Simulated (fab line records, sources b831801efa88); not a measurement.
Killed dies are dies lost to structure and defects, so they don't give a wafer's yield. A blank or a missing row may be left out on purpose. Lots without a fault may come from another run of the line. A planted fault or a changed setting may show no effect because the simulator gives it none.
Which tool did it? | flow gf180mcu | 10 lots, 30 wafers sampled, at 6 steps of a route of 602

WHAT THE GAUGES READ, wafer by wafer
GF_SALICIDE_RS_MEAS_04: measures by four-point-probe. Usual: SALICIDE_TIN_RS 16.3 ohm/sq, standard deviation 0.33.
lot  | measured     | on            | SALICIDE_TIN_RS (ohm/sq) | flag
L499 | day 15 07:29 | film_metro-04 | 16.8 16.8 16.7           |
L500 | day 15 17:37 | film_metro-04 | 17.0 17.1 16.5           |
L501 | day 16 08:19 | film_metro-01 | 16.3 16.8 16.6           |
L507 | day 18 11:28 | film_metro-04 | 16.0 16.4 15.8           |
L509 | day 19 04:22 | film_metro-04 | 16.2 16.0 16.5           |
L515 | day 21 05:26 | film_metro-03 | 16.6 16.3 16.3           |
L516 | day 21 12:18 | film_metro-03 | 16.3 16.3 16.4           |
L517 | day 21 21:12 | film_metro-03 | 16.1 16.4 16.0           |
L520 | day 22 22:01 | film_metro-04 | 17.0 16.8 17.1           |
L521 | day 23 02:22 | film_metro-04 | 16.5 16.1 16.5           |

GF_M1_RS_MEAS_05: measures by four-point-probe. Usual: M1_ALCU_RS 0.0698 ohm/sq, standard deviation 0.0008.
lot  | measured     | on            | M1_ALCU_RS (ohm/sq)  | flag
L499 | day 16 08:00 | film_metro-02 | 0.0705 0.0699 0.0703 |
L500 | day 16 18:38 | film_metro-01 | 0.0699 0.0699 0.0704 |
L501 | day 17 09:27 | film_metro-01 | 0.0697 0.0689 0.0692 |
L507 | day 19 13:46 | film_metro-01 | 0.0702 0.0690 0.0701 |
L509 | day 20 07:21 | film_metro-02 | 0.0702 0.0702 0.0701 |
L515 | day 22 07:58 | film_metro-02 | 0.0861 0.0876 0.0878 | OFF
L516 | day 22 14:01 | film_metro-03 | 0.0694 0.0696 0.0699 |
L517 | day 22 23:04 | film_metro-03 | 0.0853 0.0858 0.0831 | OFF
L520 | day 23 23:35 | film_metro-01 | 0.0696 0.0689 0.0702 |
L521 | day 24 03:17 | film_metro-03 | 0.0700 0.0705 0.0700 |

GF_M1_THK_MEAS_06: measures by xrf. Usual: M1_ALCU_THK 450 nm, standard deviation 5.6.
lot  | measured     | on            | M1_ALCU_THK (nm) | flag
L499 | day 16 08:06 | film_metro-02 | 445 449 446      |
L500 | day 16 18:45 | film_metro-01 | 450 451 448      |
L501 | day 17 09:34 | film_metro-01 | 452 458 456      |
L507 | day 19 13:53 | film_metro-01 | 449 458 448      |
L509 | day 20 07:27 | film_metro-02 | 447 442 446      |
L515 | day 22 08:05 | film_metro-02 | 362 359 357      | OFF
L516 | day 22 14:07 | film_metro-03 | 451 447 448      |
L517 | day 22 23:11 | film_metro-03 | 369 366 376      | OFF
L520 | day 23 23:41 | film_metro-01 | 449 459 446      |
L521 | day 24 03:23 | film_metro-03 | 450 447 449      |

WHICH TOOL RAN EACH LOT (tool, then ch and the chambers of the sampled wafers, then the start)
lot  | GF_SALICIDE_RTA_06               | GF_SALICIDE_RTA_08               | GF_M1_SPUTTER_02
L499 | rtp_anneal-01 ch 0, day 15 07:39 | rtp_anneal-02 ch 0, day 15 07:50 | pvd_sputter-04, day 16 07:52
L500 | rtp_anneal-01 ch 0, day 15 17:48 | rtp_anneal-02 ch 0, day 15 17:59 | pvd_sputter-04, day 16 18:32
L501 | rtp_anneal-01 ch 0, day 16 08:29 | rtp_anneal-02 ch 0, day 16 08:41 | pvd_sputter-01, day 17 09:22
L507 | rtp_anneal-02 ch 0, day 18 11:38 | rtp_anneal-01 ch 0, day 18 11:50 | pvd_sputter-02, day 19 13:40
L509 | rtp_anneal-02 ch 0, day 19 04:32 | rtp_anneal-01 ch 0, day 19 04:44 | pvd_sputter-04, day 20 07:13
L515 | rtp_anneal-01 ch 0, day 21 05:37 | rtp_anneal-02 ch 0, day 21 05:49 | pvd_sputter-04, day 22 07:52
L516 | rtp_anneal-01 ch 0, day 21 12:28 | rtp_anneal-02 ch 0, day 21 12:40 | pvd_sputter-01, day 22 13:53
L517 | rtp_anneal-02 ch 0, day 21 21:23 | rtp_anneal-01 ch 0, day 21 21:35 | pvd_sputter-04, day 22 22:58
L520 | rtp_anneal-02 ch 0, day 22 22:11 | rtp_anneal-01 ch 0, day 22 22:23 | pvd_sputter-02, day 23 23:28
L521 | rtp_anneal-02 ch 0, day 23 02:32 | rtp_anneal-01 ch 0, day 23 02:45 | pvd_sputter-02, day 24 03:10
- GF_SALICIDE_RTA_06: time 30 s.
- GF_SALICIDE_RTA_08: time 30 s.
- GF_M1_SPUTTER_02: material AlCu, target thk 450 nm, time 23.9 s.

WHAT THE TOOLS THEMSELVES READ (means of the sampled wafers that have a number; where no wafer has one, the mark that the record gives instead)
GF_SALICIDE_RTA_06. Usual: anneal_temp_c_max 533.4, standard deviation 1.2; lamp_power_pct 5.72 %, standard deviation 0.084; wafer_temp_C_max 531.9, standard deviation 0.43.
lot  | tool          | anneal_temp_c_max | lamp_power_pct (%) | wafer_temp_C_max | flag
L499 | rtp_anneal-01 | 532.3             | 5.82               | 532.1            |
L500 | rtp_anneal-01 | 532.2             | 5.83               | 531.7            |
L501 | rtp_anneal-01 | 532.3             | 5.82               | 532.0            |
L507 | rtp_anneal-02 | 533.7             | 5.65               | 532.0            |
L509 | rtp_anneal-02 | 533.5             | 5.65               | 531.8            |
L515 | rtp_anneal-01 | 531.9             | 5.82               | 531.6            |
L516 | rtp_anneal-01 | 532.6             | 5.82               | 532.0            |
L517 | rtp_anneal-02 | 534.6             | 5.64               | 531.9            |
L520 | rtp_anneal-02 | 535.6             | 5.65               | 531.8            |
L521 | rtp_anneal-02 | 533.5             | 5.65               | 531.9            |

GF_SALICIDE_RTA_08. Usual: anneal_temp_c_max 805.1, standard deviation 1.7; lamp_power_pct 15.90 %, standard deviation 0.24; wafer_temp_C_max 803.0, standard deviation 0.63.
lot  | tool          | anneal_temp_c_max | lamp_power_pct (%) | wafer_temp_C_max | flag
L499 | rtp_anneal-02 | 806.3             | 15.68              | 802.1            |
L500 | rtp_anneal-02 | 805.2             | 15.68              | 802.9            |
L501 | rtp_anneal-02 | 807.2             | 15.68              | 802.9            |
L507 | rtp_anneal-01 | 803.8             | 16.17              | 802.5            |
L509 | rtp_anneal-01 | 803.4             | 16.17              | 803.5            |
L515 | rtp_anneal-02 | 806.4             | 15.68              | 802.8            |
L516 | rtp_anneal-02 | 806.8             | 15.69              | 803.1            |
L517 | rtp_anneal-01 | 803.3             | 16.17              | 803.8            |
L520 | rtp_anneal-01 | 803.2             | 16.16              | 803.6            |
L521 | rtp_anneal-01 | 803.9             | 16.15              | 803.6            |

GF_M1_SPUTTER_02. Usual: cathode_dc_power_W 10600 W, standard deviation 1.8; throttle_valve_pct 30.3 %, standard deviation 0.87.
lot  | tool           | cathode_dc_power_W (W) | throttle_valve_pct (%) | flag
L499 | pvd_sputter-04 | 10599                  | 30.1                   |
L500 | pvd_sputter-04 | 10602                  | 30.6                   |
L501 | pvd_sputter-01 | 10601                  | 30.7                   |
L507 | pvd_sputter-02 | 10601                  | 30.6                   |
L509 | pvd_sputter-04 | 10600                  | 30.2                   |
L515 | pvd_sputter-04 | 10599                  | 30.1                   |
L516 | pvd_sputter-01 | 10602                  | 31.1                   |
L517 | pvd_sputter-04 | 10598                  | 30.2                   |
L520 | pvd_sputter-02 | 10599                  | 30.5                   |
L521 | pvd_sputter-02 | 10600                  | 31.4                   |

THE ANSWER, worked out from the rows above alone
Rule: a lot is off if the mean of its wafers that have a number lies more than 3 standard deviations from the usual mean. A lot without any number at a reading at which 4 lots or more have one is off too. The other lots that the step has rows for count as sound. The gauges are gone through in route order, then the tools' own readings, and for those a lot's mean is taken as printed above. The first step at which some lot is off is used, and at that step the reading that is off furthest; a lot without a number counts as furthest.
Off: L515, L517, at GF_M1_RS_MEAS_05 (M1_ALCU_RS).
A tool fits if, at a process step before that reading, it ran every lot that is off, and no sound lot after the first of them. The gauges at GF_M1_RS_MEAS_05 are tried like those tools. One fits: pvd_sputter-04 at GF_M1_SPUTTER_02. Its last sound lot is L509 (day 20 07:13), its first lot that is off L515 (day 22 07:52): a fault that began between those two fits.

WHAT THE SIMULATOR HAD PUT IN
Process parameter drift: pvd_sputter-04, from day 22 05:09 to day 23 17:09, at GF_M1_SPUTTER_02. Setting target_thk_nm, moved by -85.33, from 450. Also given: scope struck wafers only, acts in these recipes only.
Lots struck among those shown: L515, L517. The rule above found the same.
